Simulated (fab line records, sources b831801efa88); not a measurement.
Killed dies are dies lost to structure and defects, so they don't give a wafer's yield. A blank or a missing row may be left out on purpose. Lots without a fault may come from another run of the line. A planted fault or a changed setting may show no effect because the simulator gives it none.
One fault seen from 2 desks | flow gf180mcu | each desk has only its own numbers; what lay behind them comes last

THE METROLOGY DESK
What the gauges read, lot by lot, whatever tool the lot ran on: means of the sampled wafers that have a number. A lot is out of limits, marked OUT, if its mean lies more than 4 standard deviations from the usual mean; the brackets give that distance.
Columns: A = VT_IMPLANT_01_OVL at GF_VT_IMPLANT_OVL_MEAS_18, usual -0.3 nm; B = MVSD_RS at GF_VT_IMPLANT_RS_MEAS_46, usual 456.6 ohm/sq; C = NWELL_RS at GF_VT_IMPLANT_RS_MEAS_47, usual 488.2 ohm/sq; D = POLY_GATE_CVD_00_THK at GF_POLY_GATE_THK_MEAS_01, usual 199.7 nm
lot  | first seen here | A    | B               | C     | D
L360 | day 6 23:54     | 0.1  | 456.7           | 488.6 | 200.4
L361 | day 7 01:53     | -0.7 | 456.9           | 487.5 | 201.1
L362 | day 7 09:10     | 0.1  | 457.3           | 487.2 | 199.4
L364 | day 7 20:46     | -1.1 | 455.3           | 487.8 | 200.9
L365 | day 8 02:43     | 0.3  | 456.5           | 485.6 | 200.6
L369 | day 9 03:25     | -0.8 | 455.4           | 488.3 | 199.7
L370 | day 9 08:58     | -1.2 | 457.1           | 489.1 | 200.9
L372 | day 9 22:35     | -1.2 | 490.3 (+34) OUT | 488.3 | 199.4
L373 | day 10 08:56    | -0.1 | 489.2 (+33) OUT | 489.0 | 199.7
L374 | day 10 12:56    | 0.6  | 456.8           | 488.5 | 200.6
L377 | day 11 06:44    | -1.2 | 457.4           | 490.8 | 198.3
L381 | day 12 12:50    | -0.0 | 456.6           | 488.2 | 194.2
This desk's finding: out of limits on L372, L373; first on L372, day 11 12:26 (MVSD_RS at GF_VT_IMPLANT_RS_MEAS_46). In limits: L360, L361, L362, L364, L365, L369, L370, L374, L377, L381.

THE TOOL OWNER'S DESK: implanter-01
The tool's own readings at GF_MVSD_IMPLANT_09: means of the sampled wafers that have a number, for each lot that ran on this tool. A lot is out of limits, marked OUT, if its mean lies more than 4 standard deviations from the usual mean; the brackets give that distance.
Columns: A = dose_ions_cm2 at GF_MVSD_IMPLANT_09, usual 5e+12; B = faraday_current_uA at GF_MVSD_IMPLANT_09, usual 28.2
lot  | first seen here | A                       | B
L360 | day 5 02:25     | 5e+12                   | 27.6
L361 | day 5 04:07     | 5e+12                   | 28.2
L369 | day 7 02:20     | 5e+12                   | 27.7
L370 | day 7 06:13     | 5e+12                   | 27.7
L372 | day 7 20:08     | 3e+12 (-99 or more) OUT | 17.3 (-19) OUT
L373 | day 8 04:15     | 3e+12 (-99 or more) OUT | 17.2 (-19) OUT
This desk's finding: out of limits on L372, L373; first on L372, day 7 20:08 (dose_ions_cm2 at GF_MVSD_IMPLANT_09). In limits: L360, L361, L369, L370.

PUT TOGETHER
The tool owner's desk could have raised an alarm at day 7 20:08, on L372, L373.
The metrology desk could have raised an alarm at day 11 12:26, on L372, L373.
Of the lots named, all ran GF_MVSD_IMPLANT_09 on implanter-01.

WHAT THE SIMULATOR HAD PUT IN
Process parameter drift: implanter-01, from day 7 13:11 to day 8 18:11, at GF_MVSD_IMPLANT_09. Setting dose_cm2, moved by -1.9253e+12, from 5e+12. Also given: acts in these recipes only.
Lots struck among those shown: L372, L373.
Hours from the fault's start to each desk's first reading out of limits: the tool owner's desk, 7; the metrology desk, 95.
